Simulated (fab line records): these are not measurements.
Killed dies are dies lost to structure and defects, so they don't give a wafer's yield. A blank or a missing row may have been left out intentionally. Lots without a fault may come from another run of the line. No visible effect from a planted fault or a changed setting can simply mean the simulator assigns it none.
Problem report in the 8D (eight disciplines) form, filled by code	flow gf180mcu	the parts of the form that need people (team, actions taken, sign-off) are left out

## 1. WHAT IS WRONG
Mean V3_CVD_02_THK at GF_V3_THK_MEAS_03: 1085 nm over 3 wafers in 2 lots; fault-free wafers: 844 nm, standard deviation 11. That puts it +22 standard deviations away from the usual mean.
The first sign was on wafer L320.6 at day 27 01:52, on film metro-04. The record has a number at this step for 36 wafers belonging to 12 lots. Rule for "out", or "out of limits": more than 4 standard deviations from the usual mean. The rest of the wafers with a number are treated as sound.

## 2. WHAT IT IS AND WHAT IT IS NOT
question	is	is not
which readings at this step	V3_CVD_02_THK	-
which lots	L319, L320	L303, L307, L308, L310, L311, L315, L316, L317, L318, L324
which wafers of those lots	L319.4, L319.6, L320.6	L319.5, L320.3, L320.5
read on which gauges	film metro-03, film metro-04	film metro-02
when	from day 27 01:52	up to then (29 sound wafers); but 4 sound wafers of L319, L324 came after

## 3. THE SUSPECTS, EACH WITH WHAT RULES IT OUT
Counting: any tool at a process step up to the reading remains a suspect provided it ran every lot that is out. Sound lots after the first of them don't rule it out here, since some wafers of a struck lot are sound.
- the gauge at GF_V3_THK_MEAS_03 has been ruled out. 2 gauges (film metro-03, film metro-04) read the wafers that are out.
- pecvd-03 at GF_V3_CVD_02 (deposits SiO2 from TEOS, target thk 850 nm, time 94.851 s): kept. Every lot that is out went through it, the first being L320 (day 27 01:47); the last sound lot it ran before that was L317 (day 26 10:08).
- Within pecvd-03 at GF_V3_CVD_02: the wafers that are out ran in chambers 0, 1; their sound lot-mates ran in chamber 2.
The count leaves pecvd-03 at GF_V3_CVD_02.

## 4. THE CAUSE (what the simulator had put in)
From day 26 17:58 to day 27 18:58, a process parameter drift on pecvd-03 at GF_V3_CVD_02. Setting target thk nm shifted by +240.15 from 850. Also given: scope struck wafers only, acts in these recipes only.
This tool alone remained once counting was done.

## 5. THE EFFECT CHAIN, in route order
Rows list readings where the struck wafers' mean (over those with a number) sits beyond 3 standard deviations from the usual. Scope: only readings with a usual standard deviation given in the record; hours: median across lots of the time from each lot's start at the first step in this table that gives one to its start at this step; sigmas: change in usual standard deviations.
hours	step	reading	usual	on struck wafers	change	sigmas
0	GF_V3_THK_MEAS_03	V3_CVD_02_THK	844 nm	1085	+241	+22
0	GF_V3_CMP_04	time to endpoint s	77 s	166	+89	+16
Process steps it contains:
- GF_V3_CMP_04: polishes SiO2.
At these later measuring or inspecting steps, every struck wafer for which the step has a row has a number for every such reading, and none has moved that far: GF_V3_CD_MEAS_14.

## 6. HOW IT WOULD HAVE BEEN CAUGHT EARLIER
Counted from the fault's start at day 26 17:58, it took 8 hours until the first out-of-limits reading at a measuring or inspecting step in this record, taken at day 27 01:52.
No tool reading at GF_V3_CVD_02 that has a usual standard deviation in the record was out on any struck wafer, so an alarm limit of 4 standard deviations on those readings would not have fired.
Of the lots that are out (2), L319 began GF_V3_CVD_02 on pecvd-03 after day 27 01:52. Holding the tool at that time would have saved it.
